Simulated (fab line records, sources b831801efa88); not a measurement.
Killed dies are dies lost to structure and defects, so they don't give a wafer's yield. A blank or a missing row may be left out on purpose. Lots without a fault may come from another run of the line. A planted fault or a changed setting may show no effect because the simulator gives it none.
Split-lot experiment | flow gf180mcu | 5 lots, 23 wafers read, on a route of 602 steps

THE SPLIT
At GF_TOP_METAL_SPUTTER_01 (material TiN, target thk 30 nm, time 25 s), the setting chamber_pressure_pa was moved away from the recipe's 0.4 Pa on 10 of the 23 wafers read, by -13.4% to +12.9%. The other wafers ran this setting at the recipe's value.

The reading is taken at the split's own step.

THE READING
TiN_of_TOP_METAL_SPUTTER_01.thk_nm (the simulator's own value, which no gauge read), in nm, at GF_TOP_METAL_SPUTTER_01 (material TiN, target thk 30 nm, time 25 s). The file gives no usual value for it. The 13 wafers here that ran the recipe average 29.76 nm, standard deviation 0.31 nm.

wafer  | tool, chamber at the split | chamber_pressure_pa as run, Pa | against the recipe | TiN_of_TOP_METAL_SPUTTER_01.thk_nm, nm | against lot-mates on the recipe
L074.1 | pvd_sputter-01, -          | 0.4                            | recipe             | 29.32                                  | -
L074.2 | pvd_sputter-01, -          | 0.4                            | recipe             | 29.63                                  | -
L074.6 | pvd_sputter-01, -          | 0.4                            | recipe             | 29.31                                  | -
L078.1 | pvd_sputter-02, -          | 0.4516                         | +12.9%             | 29.18                                  | no lot-mate on the recipe
L078.2 | pvd_sputter-02, -          | 0.4516                         | +12.9%             | 29.06                                  | no lot-mate on the recipe
L078.4 | pvd_sputter-02, -          | 0.4516                         | +12.9%             | 28.87                                  | no lot-mate on the recipe
L078.5 | pvd_sputter-02, -          | 0.4516                         | +12.9%             | 29.27                                  | no lot-mate on the recipe
L078.6 | pvd_sputter-02, -          | 0.4516                         | +12.9%             | 28.9                                   | no lot-mate on the recipe
L080.2 | pvd_sputter-01, -          | 0.4                            | recipe             | 29.52                                  | -
L080.4 | pvd_sputter-01, -          | 0.4                            | recipe             | 29.52                                  | -
L080.3 | pvd_sputter-01, -          | 0.4                            | recipe             | 29.82                                  | -
L080.5 | pvd_sputter-01, -          | 0.4                            | recipe             | 29.67                                  | -
L080.6 | pvd_sputter-01, -          | 0.4                            | recipe             | 29.68                                  | -
L081.1 | pvd_sputter-01, -          | 0.3464                         | -13.4%             | 30.59                                  | no lot-mate on the recipe
L081.3 | pvd_sputter-01, -          | 0.3464                         | -13.4%             | 30.38                                  | no lot-mate on the recipe
L081.4 | pvd_sputter-01, -          | 0.3464                         | -13.4%             | 30.49                                  | no lot-mate on the recipe
L081.5 | pvd_sputter-01, -          | 0.3464                         | -13.4%             | 30.56                                  | no lot-mate on the recipe
L081.6 | pvd_sputter-01, -          | 0.3464                         | -13.4%             | 30.55                                  | no lot-mate on the recipe
L085.1 | pvd_sputter-01, -          | 0.4                            | recipe             | 30.14                                  | -
L085.2 | pvd_sputter-01, -          | 0.4                            | recipe             | 30.15                                  | -
L085.3 | pvd_sputter-01, -          | 0.4                            | recipe             | 30.32                                  | -
L085.4 | pvd_sputter-01, -          | 0.4                            | recipe             | 29.72                                  | -
L085.6 | pvd_sputter-01, -          | 0.4                            | recipe             | 30.11                                  | -

THE FIT
A straight line over all 23 wafers: TiN_of_TOP_METAL_SPUTTER_01.thk_nm changes by -0.0554 nm for each +1% of chamber_pressure_pa; r = -0.89; the points scatter about the line by 0.26 nm.
Too few moved wafers have a lot-mate on the recipe to fit a line with each lot's own level taken away.

THE FILE'S OWN FIT
TiN_of_TOP_METAL_SPUTTER_01.thk_nm changes by -0.0554 nm for each +1% of chamber_pressure_pa, r = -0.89.
